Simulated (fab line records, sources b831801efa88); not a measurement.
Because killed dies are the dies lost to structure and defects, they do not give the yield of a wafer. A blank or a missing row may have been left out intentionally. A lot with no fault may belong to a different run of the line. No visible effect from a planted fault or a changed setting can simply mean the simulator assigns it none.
Chamber matching + flow sky130 + 4 sister chambers for SKY_CONTACT_CMP_04 on cmp-02
The step polishes SiO2. 4 wafers are shown with their chamber, then 7 later ones without.

## EACH WAFER AND ITS CHAMBER
| wafer  | chamber | motor-current-A (A) |
|--------|---------|---------------------|
| L866.1 | 2       | 11.3                |
| L866.4 | 3       | 11.6                |
| L864.1 | 1       | 13.8                |
| L864.3 | 0       | 12.5                |

## WAFERS WITH NO CHAMBER GIVEN
| wafer  | motor-current-A (A) |
|--------|---------------------|
| L864.6 | 11.1                |
| L862.2 | 12.2                |
| L862.5 | 12.5                |
| L862.6 | 11.1                |
| L865.2 | 12.3                |
| L865.3 | 11.6                |
| L865.4 | 10.7                |

## THE CHAMBER EACH PASSED THROUGH
| wafer  | from the rows above     | in truth |
|--------|-------------------------|----------|
| L864.6 | can't be placed: 2 or 3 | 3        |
| L862.2 | can't be placed: 0 or 3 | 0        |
| L862.5 | 0                       | 0        |
| L862.6 | can't be placed: 2 or 3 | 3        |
| L865.2 | can't be placed: 0 or 3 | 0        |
| L865.3 | can't be placed: 3 or 2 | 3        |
| L865.4 | can't be placed: 2 or 3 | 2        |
1 of 7 placed correctly. Unplaceable from these rows: 6, with the true chamber sitting among the candidates in 6. Number placed wrongly: 0.
How it was worked out, from the rows above alone: a wafer's distance from a chamber is the root of the sum, over the readings, of the square of ((its reading less the chamber's mean) divided by the reading's scatter). If the next closest chamber is less than 2 further off than the closest, the wafer can't be placed; otherwise it belongs to the closest. Each chamber's mean is taken over the wafers shown for it. The scatter (one wafer shown for each chamber): square how far every hidden wafer sits from the nearest shown wafer, average those squares and take the square root.
